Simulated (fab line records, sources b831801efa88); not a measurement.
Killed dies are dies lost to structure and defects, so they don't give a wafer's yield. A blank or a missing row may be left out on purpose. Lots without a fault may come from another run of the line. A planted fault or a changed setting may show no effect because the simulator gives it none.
One fault seen from 2 desks | flow gf180mcu | each desk has only its own numbers; what lay behind them comes last

THE METROLOGY DESK
What the gauges read, lot by lot, whatever tool the lot ran on: means of the sampled wafers that have a number. A lot is out of limits, marked OUT, if its mean lies more than 4 standard deviations from the usual mean; the brackets give that distance.
Columns: A = cd_nm at GF_NSD_CD_MEAS_07, usual 400.0 nm; B = NSD_OVL at GF_NSD_OVL_MEAS_08, usual -0.3 nm; C = NSD_TW at GF_NSD_TW_MEAS_12, usual 4236; D = cd_nm at GF_PSD_CD_MEAS_07, usual 400.2 nm
lot  | first seen here | A     | B    | C    | D
L536 | day 14 07:02    | 398.7 | 1.5  | 4234 | 399.7
L537 | day 14 18:58    | 401.8 | -0.9 | 4234 | 396.5
L538 | day 15 02:14    | 398.2 | -0.2 | 4247 | 399.5
L553 | day 20 13:37    | 400.2 | -1.8 | 4252 | 396.0
L555 | day 20 16:31    | 402.6 | -0.8 | 4214 | 394.3
L557 | day 21 14:25    | 399.5 | -1.1 | 4250 | 402.0
This desk's finding: nothing out of limits on any of the 6 lots.

THE TOOL OWNER'S DESK: litho_track-04
The tool's own readings at GF_PSD_DEVELOP_06 (develop time 60 s): means of the sampled wafers that have a number, for each lot that ran on this tool. A lot is out of limits, marked OUT, if its mean lies more than 4 standard deviations from the usual mean; the brackets give that distance.
Columns: A = developer_temp_C at GF_PSD_DEVELOP_06, usual 23.00 C
lot  | first seen here | A
L537 | day 15 17:06    | 22.92
L553 | day 21 13:56    | 25.27 (+23) OUT
L555 | day 21 16:53    | 25.39 (+24) OUT
This desk's finding: out of limits on L553, L555; first on L553, day 21 13:56 (developer_temp_C at GF_PSD_DEVELOP_06). In limits: L537.

PUT TOGETHER
The tool owner's desk could have raised an alarm at day 21 13:56, on L553, L555.
The metrology desk saw nothing out of limits.
The metrology desk has L553, L555 on record, within its limits.
Of the lots named, all ran GF_PSD_DEVELOP_06 on litho_track-04.

WHAT THE SIMULATOR HAD PUT IN
Process parameter drift: litho_track-04, from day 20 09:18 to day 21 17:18, at GF_PSD_DEVELOP_06. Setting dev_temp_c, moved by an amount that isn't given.
Lots struck among those shown: L553, L555.
Hours from the fault's start to each desk's first reading out of limits: the tool owner's desk, 29.
